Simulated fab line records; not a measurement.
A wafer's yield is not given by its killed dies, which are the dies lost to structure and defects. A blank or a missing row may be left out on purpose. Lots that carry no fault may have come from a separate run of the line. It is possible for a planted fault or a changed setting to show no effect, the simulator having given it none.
fab line records	flow sky130
record: lots: 12	wafers: 36	last-day: 50
route steps=708 shown LOCAL_INTERCONNECT@398 CONTACT@408 PAD_OPEN@708
lots that met no fault: taken from a fault-free run of the same line
start-h: the number of hours between the record's first day and the start of the first shown wafer of the lot	wait-h: how many hours have passed since the lot's step before this one	" unchanged from the row above	L1.1+2: a row that stands for several wafers	- no value present, or no start provided	* or withheld: withheld	< > ~ a bound
route shown NAME@n: NAME is a module with steps in the file, n the number in the route of the first one	usual: average and standard deviation across the fault-free wafers	same: alike in all rows	chamber/n: place in a boat	sites: each site's reading	_std_site: standard deviation of those values	_edge_site: outer sites' mean less inner sites'	radius-mm: for every site, how far away it sits from the centre of the wafer	mask NAME#n: copy n	behind: tool/chamber where the wafer was last shaped	hold: the reason the lot was held/the length of the hold in hours/how it ended	device: the transistor (n, p or np) that didn't switch	end of line: the route-end tests of the same wafers	where a step has no rows: the recipe by itself	killed: the dies lost at the first sort to structure and to defects; this is not the yield of the wafer	map: a wafer's dies, marking killed ones x, the rest . and places with no die _
set.NAME: the setting that was run; set.NAME@STEP: the one run at that earlier step	model.NAME: the simulator's own value behind a step, which no gauge read
route steps across a sampled set of lots; one table per step, one row per wafer
services: from which hour (start-h, from the record's first day; less than 0 if before it) a tool's chamber was out of use, for how many hours, and why
== steps ==
step: SKY_LOCAL_INTERCONNECT_CD_MEAS_11
recipe: target-cd-nm: 170
usual: cd-nm: 170.2/1.6
lot.wafer	tool	chamber	start-h	wait-h	cd-nm
L777.1	cd-sem-02	-	714.42	-	168.9
L777.4	"	-	"	"	169.2
L777.6	"	-	"	"	167.3
L778.4	cd-sem-01	-	719.86	-	168.6
L778.5	"	-	"	"	169.0
L778.6	"	-	"	"	169.8
L779.1	cd-sem-01	-	724.62	-	170.0
L779.4	"	-	"	"	169.4
L779.6	"	-	"	"	170.8
L780.2	cd-sem-01	-	734.89	-	169.9
L780.3	"	-	"	"	169.5
L780.5	"	-	"	"	171.8
L783.1	cd-sem-01	-	758.30	-	169.8
L783.4	"	-	"	"	170.4
L783.5	"	-	"	"	169.4
L784.1	cd-sem-02	-	776.70	-	171.6
L784.2	"	-	"	"	172.6
L784.6	"	-	"	"	170.4
L785.1	cd-sem-02	-	788.78	-	167.6
L785.2	"	-	"	"	166.3
L785.4	"	-	"	"	165.6
L786.2	cd-sem-01	-	789.75	-	170.8
L786.3	"	-	"	"	169.9
L786.6	"	-	"	"	170.2
L790.1	cd-sem-02	-	813.97	-	170.9
L790.2	"	-	"	"	172.7
L790.5	"	-	"	"	172.7
L791.2	cd-sem-02	-	826.29	-	168.2
L791.3	"	-	"	"	169.5
L791.6	"	-	"	"	169.3
L799.1	cd-sem-01	-	881.77	-	172.0
L799.2	"	-	"	"	170.5
L799.5	"	-	"	"	170.6
L800.2	cd-sem-02	-	884.62	-	169.9
L800.4	"	-	"	"	169.4
L800.5	"	-	"	"	170.9
step: SKY_LOCAL_INTERCONNECT_OVL_MEAS_12
usual: LOCAL_INTERCONNECT_OVL: -1/5.9
lot.wafer	tool	chamber	start-h	wait-h	LOCAL_INTERCONNECT_OVL[nm]
L777.1	overlay-02	-	714.54	0.1	-7
L777.4	"	-	"	"	-9
L777.6	"	-	"	"	-5
L778.4	overlay-01	-	719.94	0.1	-6
L778.5	"	-	"	"	-1
L778.6	"	-	"	"	-5
L779.1	overlay-01	-	724.74	0.1	-3
L779.4	"	-	"	"	-2
L779.6	"	-	"	"	-3
L780.2	overlay-01	-	734.99	0.1	3
L780.3	"	-	"	"	4
L780.5	"	-	"	"	-4
L783.1	overlay-01	-	758.42	0.1	-8
L783.4	"	-	"	"	-14
L783.5	"	-	"	"	-10
L784.1	overlay-02	-	776.82	0.1	-6
L784.2	"	-	"	"	-4
L784.6	"	-	"	"	-10
L785.1	overlay-01	-	788.90	0.1	4
L785.2	"	-	"	"	8
L785.4	"	-	"	"	8
L786.2	overlay-02	-	789.85	0.1	5
L786.3	"	-	"	"	-1
L786.6	"	-	"	"	6
L790.1	overlay-02	-	814.09	0.1	6
L790.2	"	-	"	"	5
L790.5	"	-	"	"	6
L791.2	overlay-02	-	826.39	0.1	9
L791.3	"	-	"	"	4
L791.6	"	-	"	"	10
L799.1	overlay-01	-	881.89	0.1	2
L799.2	"	-	"	"	9
L799.5	"	-	"	"	6
L800.2	overlay-02	-	884.73	0.1	-11
L800.4	"	-	"	"	-14
L800.5	"	-	"	"	-13
step: SKY_CONTACT_HDPCVD_02
recipe: material: SiO2	target-thk-nm: 565	sigma-open-frac: 0.3	time-s: 94.2	temp-c: 600	sih4-flow-sccm: 60	pressure-mtorr: 6
usual: sih4-flow-sccm: 60.02/0.17
lot.wafer	tool	chamber	start-h	wait-h	sih4-flow-sccm
L777.1	hdpcvd-02	1	715.71	0.1	60.17
L777.4	"	2	"	"	59.96
L777.6	"	1	"	"	60.36
L778.4	hdpcvd-01	2	720.85	0.1	60.25
L778.5	"	1	"	"	59.85
L778.6	"	0	"	"	59.90
L779.1	hdpcvd-01	1	725.72	0.1	59.94
L779.4	"	0	"	"	59.87
L779.6	"	2	"	"	59.73
L780.2	hdpcvd-01	2	736.13	0.0	59.92
L780.3	"	0	"	"	60.36
L780.5	"	1	"	"	60.06
L783.1	hdpcvd-01	1	759.25	0.1	60.15
L783.4	"	1	"	"	60.11
L783.5	"	2	"	"	59.95
L784.1	hdpcvd-02	2	777.70	0.1	59.87
L784.2	"	1	"	"	60.13
L784.6	"	1	"	"	60.27
L785.1	hdpcvd-01	0	789.76	0.1	60.09
L785.2	"	1	"	"	59.91
L785.4	"	0	"	"	60.08
L786.2	hdpcvd-02	0	790.69	0.0	59.91
L786.3	"	2	"	"	59.87
L786.6	"	2	"	"	59.89
L790.1	hdpcvd-02	2	815.00	0.1	71.86
L790.2	"	0	"	"	72.21
L790.5	"	0	"	"	72.07
L791.2	hdpcvd-02	2	827.24	0.0	72.12
L791.3	"	1	"	"	72.12
L791.6	"	0	"	"	72.16
L799.1	hdpcvd-01	1	882.72	0.1	60.04
L799.2	"	0	"	"	60.02
L799.5	"	2	"	"	60.17
L800.2	hdpcvd-02	2	885.67	0.0	60.04
L800.4	"	2	"	"	59.76
L800.5	"	0	"	"	60.17
step: SKY_CONTACT_THK_MEAS_03
recipe: reads: SiO2_of_CONTACT_HDPCVD_02
usual: CONTACT_HDPCVD_THK: 563/6.4
lot.wafer	tool	chamber	start-h	wait-h	CONTACT_HDPCVD_THK[nm]
L777.1	film-metro-01	-	715.78	0.0	565
L777.4	"	-	"	"	566
L777.6	"	-	"	"	562
L778.4	film-metro-01	-	720.91	0.0	574
L778.5	"	-	"	"	567
L778.6	"	-	"	"	562
L779.1	film-metro-04	-	725.79	0.0	560
L779.4	"	-	"	"	564
L779.6	"	-	"	"	560
L780.2	film-metro-04	-	736.21	0.0	572
L780.3	"	-	"	"	570
L780.5	"	-	"	"	569
L783.1	film-metro-03	-	759.32	0.0	561
L783.4	"	-	"	"	555
L783.5	"	-	"	"	556
L784.1	film-metro-04	-	777.77	0.0	573
L784.2	"	-	"	"	555
L784.6	"	-	"	"	560
L785.1	film-metro-03	-	789.82	0.0	566
L785.2	"	-	"	"	564
L785.4	"	-	"	"	568
L786.2	film-metro-04	-	790.77	0.0	562
L786.3	"	-	"	"	578
L786.6	"	-	"	"	571
L790.1	film-metro-01	-	815.07	0.0	682
L790.2	"	-	"	"	680
L790.5	"	-	"	"	673
L791.2	film-metro-04	-	827.32	0.0	687
L791.3	"	-	"	"	679
L791.6	"	-	"	"	683
L799.1	film-metro-01	-	882.79	0.0	582
L799.2	"	-	"	"	576
L799.5	"	-	"	"	573
L800.2	film-metro-01	-	885.75	0.0	564
L800.4	"	-	"	"	564
L800.5	"	-	"	"	558
step: SKY_CONTACT_CMP_04
recipe: material: SiO2	down-force-psi: 4	platen-rpm: 60	pad-velocity-m-s: 0.94248
usual: edge-zone-pressure-frac: 1.000/0.0045	motor-current-A: 12.7/1.1	time-to-endpoint-s: 84/3.7
lot.wafer	tool	chamber	start-h	wait-h	edge-zone-pressure-frac	motor-current-A	time-to-endpoint-s
L777.1	cmp-02	0	715.89	0.1	0.996	13.0	87
L777.4	"	2	"	"	1.005	11.5	89
L777.6	"	0	"	"	0.995	12.8	84
L778.4	cmp-02	1	721.10	0.2	1.003	11.0	90
L778.6	"	2	"	"	1.003	11.5	87
L778.5	"	3	"	"	1.009	13.3	80
L779.1	cmp-01	2	725.90	0.1	1.005	12.5	83
L779.4	"	0	"	"	1.003	13.9	83
L779.6	"	2	"	"	1.002	11.9	81
L780.3	cmp-01	3	736.36	0.1	1.002	12.4	86
L780.2	"	0	"	"	1.010	13.1	85
L780.5	"	1	"	"	1.001	14.7	85
L783.1	cmp-02	1	759.43	0.1	0.990	11.1	85
L783.4	"	3	"	"	0.998	13.6	78
L783.5	"	0	"	"	1.005	12.2	83
L784.1	cmp-02	3	777.88	0.1	0.996	14.1	86
L784.2	"	0	"	"	1.009	12.3	83
L784.6	"	2	"	"	0.994	11.0	86
L785.1	cmp-01	1	789.88	0.1	1.008	14.6	84
L785.2	"	3	"	"	1.005	12.6	85
L785.4	"	0	"	"	1.004	12.4	82
L786.3	cmp-02	3	790.87	0.1	1.003	14.0	88
L786.2	"	0	"	"	1.001	13.5	84
L786.6	"	2	"	"	1.005	10.8	87
L790.1	cmp-02	3	815.13	0.1	1.000	13.1	123
L790.2	"	0	"	"	0.998	12.7	128
L790.5	"	3	"	"	0.999	13.4	121
L791.3	cmp-02	1	827.37	0.0	0.996	10.8	127
L791.2	"	3	"	"	1.001	13.7	123
L791.6	"	2	"	"	1.005	11.7	128
L799.1	cmp-01	1	882.90	0.1	1.001	14.9	88
L799.2	"	2	"	"	1.009	12.3	89
L799.5	"	0	"	"	0.998	12.9	85
L800.4	cmp-02	3	885.98	0.2	1.004	13.8	81
L800.2	"	0	"	"	0.995	13.4	79
L800.5	"	2	"	"	1.005	11.8	80
step: SKY_CONTACT_OVL_MEAS_15
usual: CONTACT_OVL: 2/5.5
lot.wafer	tool	chamber	start-h	wait-h	CONTACT_OVL[nm]
L777.1	overlay-01	-	743.55	0.1	-1
L777.4	"	-	"	"	4
L777.6	"	-	"	"	2
L778.4	overlay-01	-	748.93	0.1	2
L778.5	"	-	"	"	10
L778.6	"	-	"	"	12
L779.1	overlay-02	-	753.84	0.1	-2
L779.4	"	-	"	"	1
L779.6	"	-	"	"	1
L780.2	overlay-01	-	764.14	0.1	-4
L780.3	"	-	"	"	3
L780.5	"	-	"	"	3
L783.1	overlay-01	-	785.65	0.1	1
L783.4	"	-	"	"	-9
L783.5	"	-	"	"	-11
L784.1	overlay-01	-	805.35	0.1	5
L784.2	"	-	"	"	1
L784.6	"	-	"	"	2
L785.1	overlay-01	-	817.55	0.1	-4
L785.2	"	-	"	"	-1
L785.4	"	-	"	"	-5
L786.2	overlay-02	-	818.19	0.1	3
L786.3	"	-	"	"	3
L786.6	"	-	"	"	1
L790.1	overlay-02	-	841.85	0.1	4
L790.2	"	-	"	"	3
L790.5	"	-	"	"	7
L791.2	overlay-02	-	853.72	0.1	1
L791.3	"	-	"	"	-7
L791.6	"	-	"	"	-2
L799.1	overlay-02	-	908.64	0.1	0
L799.2	"	-	"	"	-1
L799.5	"	-	"	"	4
L800.2	overlay-01	-	912.10	0.1	10
L800.4	"	-	"	"	9
L800.5	"	-	"	"	14
step: SKY_PAD_OPEN_PROBE_99
usual: killed_at_M0_to_M3: 42/6.3	killed_at_M4_up: 2.8/1.9	killed-at-contacts: 23/5.3	killed-at-front-end: 16/4.3	killed-at-other: 0.2/0.51	killed-dies: 84/9.3	killed-open: 46/7.6	killed-short: 38/6.3
same: gross-dies: 492	killed-at-back-side: 0
lot.wafer	tool	chamber	start-h	wait-h	killed_at_M0_to_M3	killed_at_M4_up	killed-at-contacts	killed-at-front-end	killed-at-other	killed-dies	killed-open	killed-short
L777.1	prober-02	-	1085.00	0.1	44	1	22	16	0	83	39	44
L777.4	prober-02	-	1085.15	0.2	36	0	23	20	0	79	45	34
L777.6	prober-02	-	1085.25	0.2	43	1	22	14	0	80	46	34
L778.4	prober-01	-	1088.97	0.2	36	8	31	11	0	86	47	39
L778.5	prober-01	-	1089.02	0.2	41	0	22	20	0	83	38	45
L778.6	prober-01	-	1089.07	0.2	51	3	22	15	0	91	55	36
L779.1	prober-02	-	1094.18	0.1	30	1	27	10	0	68	34	34
L779.4	prober-02	-	1094.33	0.2	51	3	17	12	0	83	45	38
L779.6	prober-02	-	1094.43	0.2	34	6	21	15	1	77	33	44
L780.2	prober-01	-	1099.55	0.1	44	3	21	12	0	80	54	26
L780.3	prober-01	-	1099.60	0.2	46	3	24	13	0	86	33	53
L780.5	prober-01	-	1099.70	0.2	49	5	27	17	0	98	46	52
L783.1	prober-01	-	1118.36	0.1	44	0	16	15	0	75	36	39
L783.4	prober-01	-	1118.51	0.2	46	2	22	19	0	89	38	51
L783.5	prober-01	-	1118.56	0.2	50	2	25	16	0	93	47	46
L784.1	prober-01	-	1135.36	0.1	39	1	25	10	1	76	52	24
L784.2	prober-01	-	1135.41	0.1	40	1	21	12	1	75	43	32
L784.6	prober-01	-	1135.61	0.2	33	0	35	7	0	75	52	23
L785.1	prober-01	-	1139.72	0.1	35	2	21	15	0	73	41	32
L785.2	prober-01	-	1139.77	0.1	37	1	28	15	0	81	50	31
L785.4	prober-01	-	1139.87	0.2	29	3	29	20	0	81	43	38
L786.2	prober-01	-	1140.75	0.1	44	6	20	20	0	90	52	38
L786.3	prober-01	-	1140.80	0.2	40	4	24	8	0	76	43	33
L786.6	prober-01	-	1140.95	0.2	43	6	26	12	1	88	47	41
L790.1	prober-02	-	1158.78	0.1	42	4	30	19	0	95	52	43
L790.2	prober-02	-	1158.83	0.1	47	1	16	9	1	74	36	38
L790.5	prober-02	-	1158.98	0.2	42	1	23	15	0	81	46	35
L791.2	prober-01	-	1167.57	0.1	53	2	28	22	0	105	62	43
L791.3	prober-01	-	1167.62	0.2	36	5	23	19	0	83	46	37
L791.6	prober-01	-	1167.77	0.2	42	5	22	21	0	90	53	37
L799.1	prober-02	-	1202.19	0.1	42	9	18	19	0	88	45	43
L799.2	prober-02	-	1202.24	0.1	46	4	23	15	0	88	50	38
L799.5	prober-02	-	1202.39	0.2	37	8	19	14	3	81	37	44
L800.2	prober-01	-	1205.43	0.1	54	3	29	15	0	101	57	44
L800.4	prober-01	-	1205.53	0.2	43	2	34	20	0	99	63	36
L800.5	prober-01	-	1205.58	0.2	60	1	25	16	0	102	55	47
killed by level:class
L777.1 CONTACT:geometric-particle:open=11 METAL2:geometric-particle:short=11 VIA1:geometric-particle:open=9 VIA1:geometric-particle:short=7 CONTACT:geometric-particle:short=5 POLY_GATE:geometric-particle:open=4 METAL3:geometric-particle:short=4 VIA3:geometric-particle:open=4
L777.4 CONTACT:geometric-particle:open=8 FIELD_ISO:geometric-particle:open=7 LI_CONTACT:geometric-particle:open=7 VIA2:geometric-particle:open=7 POLY_GATE:geometric-particle:short=6 VIA3:geometric-particle:open=6 FIELD_ISO:geometric-particle:short=5 VIA1:geometric-particle:open=5
L777.6 VIA1:geometric-particle:open=11 VIA3:geometric-particle:open=9 CONTACT:geometric-particle:open=8 LOCAL_INTERCONNECT:geometric-particle:short=7 VIA2:geometric-particle:open=7 POLY_GATE:geometric-particle:short=5 METAL1:geometric-particle:short=5 VIA3:geometric-particle:short=5
L778.4 CONTACT:geometric-particle:open=10 LI_CONTACT:geometric-particle:open=7 CONTACT:geometric-particle:short=7 VIA1:geometric-particle:open=7 VIA3:geometric-particle:open=7 METAL4:geometric-particle:short=7 VIA2:geometric-particle:open=5 LOCAL_INTERCONNECT:geometric-particle:short=4
L778.5 VIA1:geometric-particle:open=10 METAL2:geometric-particle:short=9 POLY_GATE:geometric-particle:short=8 CONTACT:geometric-particle:open=8 LI_CONTACT:geometric-particle:open=7 METAL1:geometric-particle:short=7 FIELD_ISO:geometric-particle:short=4 VIA3:geometric-particle:open=4
L778.6 VIA1:geometric-particle:open=18 CONTACT:geometric-particle:open=12 VIA2:geometric-particle:short=7 VIA3:geometric-particle:open=7 METAL2:geometric-particle:short=5 POLY_GATE:geometric-particle:short=4 POLY_GATE:geometric-particle:open=4 METAL1:geometric-particle:short=4
L779.1 CONTACT:geometric-particle:open=13 VIA1:geometric-particle:open=8 LI_CONTACT:geometric-particle:open=5 POLY_GATE:geometric-particle:short=4 CONTACT:geometric-particle:short=4 METAL1:geometric-particle:short=4 VIA1:geometric-particle:short=4 METAL2:geometric-particle:short=4
L779.4 VIA1:geometric-particle:open=10 CONTACT:geometric-particle:open=8 VIA3:geometric-particle:open=8 METAL3:geometric-particle:short=5 METAL1:geometric-particle:short=5 VIA3:geometric-particle:short=5 VIA2:geometric-particle:open=4 LI_CONTACT:geometric-particle:short=3
L779.6 CONTACT:geometric-particle:short=8 VIA2:geometric-particle:short=8 LI_CONTACT:geometric-particle:open=7 VIA1:geometric-particle:short=5 VIA1:geometric-particle:open=4 VIA3:geometric-particle:open=4 METAL4:geometric-particle:short=4 FIELD_ISO:geometric-particle:open=3
L780.2 VIA1:geometric-particle:open=14 VIA3:geometric-particle:open=8 CONTACT:geometric-particle:open=7 LI_CONTACT:geometric-particle:open=6 METAL1:geometric-particle:short=5 METAL2:geometric-particle:short=4 VIA2:geometric-particle:open=4 FIELD_ISO:geometric-particle:open=3
L780.3 METAL1:geometric-particle:short=9 LI_CONTACT:geometric-particle:open=6 LOCAL_INTERCONNECT:geometric-particle:short=6 CONTACT:geometric-particle:short=6 VIA2:geometric-particle:open=5 VIA1:geometric-particle:short=5 VIA1:geometric-particle:open=5 METAL2:geometric-particle:short=5
L780.5 VIA1:geometric-particle:open=10 LI_CONTACT:geometric-particle:open=7 LOCAL_INTERCONNECT:geometric-particle:short=7 CONTACT:geometric-particle:open=7 VIA1:geometric-particle:short=7 VIA3:geometric-particle:open=7 METAL1:geometric-particle:short=6 VIA2:geometric-particle:open=5
L783.1 VIA1:geometric-particle:open=10 POLY_GATE:geometric-particle:short=6 VIA1:geometric-particle:short=5 VIA3:geometric-particle:short=5 POLY_GATE:geometric-particle:open=4 LI_CONTACT:geometric-particle:open=4 VIA2:geometric-particle:open=4 METAL3:geometric-particle:short=4
L783.4 VIA1:geometric-particle:open=14 METAL2:geometric-particle:short=9 POLY_GATE:geometric-particle:short=7 CONTACT:geometric-particle:open=7 LOCAL_INTERCONNECT:geometric-particle:short=6 VIA1:geometric-particle:short=6 METAL1:geometric-particle:short=5 LI_CONTACT:geometric-particle:open=4
L783.5 VIA1:geometric-particle:open=15 CONTACT:geometric-particle:short=6 CONTACT:geometric-particle:open=6 POLY_GATE:geometric-particle:open=5 LI_CONTACT:geometric-particle:open=5 METAL1:geometric-particle:short=5 METAL2:geometric-particle:short=5 VIA3:geometric-particle:open=5
L784.1 VIA1:geometric-particle:open=17 CONTACT:geometric-particle:open=10 LI_CONTACT:geometric-particle:open=8 VIA2:geometric-particle:open=5 METAL1:geometric-particle:short=4 FIELD_ISO:geometric-particle:open=3 POLY_GATE:geometric-particle:short=3 CONTACT:geometric-particle:short=3
L784.2 VIA1:geometric-particle:open=14 CONTACT:geometric-particle:open=8 LI_CONTACT:geometric-particle:open=6 VIA3:geometric-particle:open=5 METAL2:geometric-particle:short=4 VIA2:geometric-particle:short=4 LI_CONTACT:geometric-particle:short=3 FIELD_ISO:geometric-particle:short=3
L784.6 CONTACT:geometric-particle:open=17 VIA1:geometric-particle:open=10 LI_CONTACT:geometric-particle:open=9 VIA2:geometric-particle:open=6 VIA3:geometric-particle:open=6 CONTACT:geometric-particle:short=5 FIELD_ISO:geometric-particle:short=4 LOCAL_INTERCONNECT:geometric-particle:short=3
L785.1 METAL2:geometric-particle:short=10 CONTACT:geometric-particle:open=8 VIA3:geometric-particle:open=6 VIA2:geometric-particle:open=6 FIELD_ISO:geometric-particle:open=5 LI_CONTACT:geometric-particle:open=5 POLY_GATE:geometric-particle:open=5 CONTACT:geometric-particle:short=4
L785.2 VIA1:geometric-particle:open=13 CONTACT:geometric-particle:open=9 CONTACT:geometric-particle:short=7 LI_CONTACT:geometric-particle:open=5 LOCAL_INTERCONNECT:geometric-particle:short=5 METAL2:geometric-particle:short=5 FIELD_ISO:geometric-particle:open=4 POLY_GATE:geometric-particle:open=4
L785.4 CONTACT:geometric-particle:open=13 LI_CONTACT:geometric-particle:open=6 FIELD_ISO:geometric-particle:open=5 METAL1:geometric-particle:short=5 METAL2:geometric-particle:short=5 CONTACT:geometric-particle:short=4 VIA2:geometric-particle:open=4 POLY_GATE:geometric-particle:short=3
L786.2 VIA1:geometric-particle:open=15 CONTACT:geometric-particle:open=9 LI_CONTACT:geometric-particle:open=7 FIELD_ISO:geometric-particle:short=6 VIA2:geometric-particle:open=6 METAL1:geometric-particle:short=5 METAL2:geometric-particle:short=4 METAL4:geometric-particle:short=4
L786.3 CONTACT:geometric-particle:open=9 METAL1:geometric-particle:short=9 VIA1:geometric-particle:open=8 VIA3:geometric-particle:open=7 VIA2:geometric-particle:open=6 CONTACT:geometric-particle:short=5 LI_CONTACT:geometric-particle:open=4 LOCAL_INTERCONNECT:geometric-particle:short=4
L786.6 CONTACT:geometric-particle:open=12 VIA2:geometric-particle:open=8 LI_CONTACT:geometric-particle:open=5 METAL2:geometric-particle:short=5 CONTACT:geometric-particle:short=5 VIA1:geometric-particle:short=5 VIA2:geometric-particle:short=5 METAL3:geometric-particle:short=5
L790.1 CONTACT:geometric-particle:open=10 FIELD_ISO:geometric-particle:short=9 VIA1:geometric-particle:open=9 LOCAL_INTERCONNECT:geometric-particle:short=7 LI_CONTACT:geometric-particle:open=7 VIA3:geometric-particle:open=7 VIA2:geometric-particle:open=6 METAL2:geometric-particle:short=4
L790.2 VIA1:geometric-particle:open=15 LI_CONTACT:geometric-particle:open=6 METAL1:geometric-particle:short=5 VIA2:geometric-particle:open=5 METAL3:geometric-particle:short=5 METAL2:geometric-particle:short=4 LI_CONTACT:geometric-particle:short=4 VIA2:geometric-particle:short=4
L790.5 CONTACT:geometric-particle:open=10 VIA1:geometric-particle:short=9 VIA1:geometric-particle:open=8 FIELD_ISO:geometric-particle:open=5 LI_CONTACT:geometric-particle:open=5 POLY_GATE:geometric-particle:open=5 LOCAL_INTERCONNECT:geometric-particle:short=5 VIA2:geometric-particle:open=5
L791.2 CONTACT:geometric-particle:open=13 VIA1:geometric-particle:open=11 VIA3:geometric-particle:open=9 VIA2:geometric-particle:open=8 FIELD_ISO:geometric-particle:open=7 METAL2:geometric-particle:short=6 FIELD_ISO:geometric-particle:short=5 CONTACT:geometric-particle:short=5
L791.3 VIA1:geometric-particle:open=13 METAL1:geometric-particle:short=8 FIELD_ISO:geometric-particle:short=7 LI_CONTACT:geometric-particle:open=7 CONTACT:geometric-particle:open=7 VIA2:geometric-particle:open=7 CONTACT:geometric-particle:short=5 POLY_GATE:geometric-particle:short=4
L791.6 VIA1:geometric-particle:open=10 VIA3:geometric-particle:open=8 CONTACT:geometric-particle:open=7 CONTACT:geometric-particle:short=7 FIELD_ISO:geometric-particle:open=6 LI_CONTACT:geometric-particle:open=6 FIELD_ISO:geometric-particle:short=5 METAL4:geometric-particle:short=5
L799.1 FIELD_ISO:geometric-particle:open=10 METAL2:geometric-particle:short=10 CONTACT:geometric-particle:open=8 METAL4:geometric-particle:short=7 VIA1:geometric-particle:open=7 FIELD_ISO:geometric-particle:short=6 VIA2:geometric-particle:open=6 CONTACT:geometric-particle:short=4
L799.2 VIA3:geometric-particle:open=10 LI_CONTACT:geometric-particle:open=9 VIA1:geometric-particle:open=9 VIA2:geometric-particle:open=6 FIELD_ISO:geometric-particle:open=5 LOCAL_INTERCONNECT:geometric-particle:short=5 CONTACT:geometric-particle:open=5 VIA2:geometric-particle:short=5
L799.5 CONTACT:geometric-particle:open=7 VIA3:geometric-particle:open=7 FIELD_ISO:geometric-particle:open=6 CONTACT:geometric-particle:short=6 VIA1:geometric-particle:open=6 METAL4:geometric-particle:short=6 METAL2:geometric-particle:short=5 VIA2:geometric-particle:open=5
L800.2 VIA1:geometric-particle:open=15 CONTACT:geometric-particle:open=14 VIA1:geometric-particle:short=9 VIA3:geometric-particle:open=8 CONTACT:geometric-particle:short=6 METAL2:geometric-particle:short=6 POLY_GATE:geometric-particle:short=5 LI_CONTACT:geometric-particle:open=5
L800.4 CONTACT:geometric-particle:open=18 VIA1:geometric-particle:open=12 VIA3:geometric-particle:open=8 POLY_GATE:geometric-particle:short=7 LI_CONTACT:geometric-particle:open=7 VIA1:geometric-particle:short=7 VIA2:geometric-particle:open=6 FIELD_ISO:geometric-particle:open=4
L800.5 CONTACT:geometric-particle:open=13 VIA2:geometric-particle:open=10 METAL2:geometric-particle:short=9 VIA1:geometric-particle:open=8 METAL1:geometric-particle:short=7 VIA1:geometric-particle:short=5 VIA2:geometric-particle:short=5 VIA3:geometric-particle:short=5
== services ==
tool	chamber	start-h	hours	kind
hdpcvd-01	1	701.94	8.9	repair
cmp-02	-	711.17	3.6	repair
cmp-02	-	722.43	0.6	repair
cmp-01	-	727.36	6.8	pm
cmp-02	-	746.01	4.0	pm
cmp-01	-	746.53	2.2	repair
cmp-02	-	750.01	-	consumable-replace:conditioner
cmp-02	-	750.01	-	consumable-replace:pad
hdpcvd-01	0	753.97	2.4	repair
hdpcvd-02	-	794.37	14.6	pm
cmp-01	-	808.35	1.1	repair
cmp-01	-	838.99	16.3	pm
== key ==
first-sign: step: SKY_CONTACT_HDPCVD_02	reading: sih4-flow-sccm	direction: up	sigmas: 71	usual: 60.02	struck: 72.09
effect: step: SKY_CONTACT_THK_MEAS_03	reading: CONTACT_HDPCVD_THK	direction: up	sigmas: 18	usual: 563	struck: 681
effect: step: SKY_CONTACT_CMP_04	reading: time-to-endpoint-s	direction: up	sigmas: 11	usual: *	struck: *
met-at SKY_CONTACT_HDPCVD_02
struck-lots L790,L791
tester-left-out L790,L791
not-acting-at SKY_LOCAL_INTERCONNECT_CD_MEAS_11,SKY_LOCAL_INTERCONNECT_OVL_MEAS_12,SKY_CONTACT_OVL_MEAS_15
onset-between 790.69 815.00
fault: kind: process-parameter-drift	tool: hdpcvd-02	chamber: -	onset-h: 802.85	steps: SKY_CONTACT_HDPCVD_02	channel: sih4-flow-sccm	offset: 12	shape: step	end-h: 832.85	acts-in: these-recipes-only	stated: 60
tester-left-out: of these lots the tester's yield and bins aren't shown, on N5 and GAA mostly nor the transistor test; their killed dies are dies lost to structure and defects alone, not to doping, threshold or leakage, so they don't give the yield
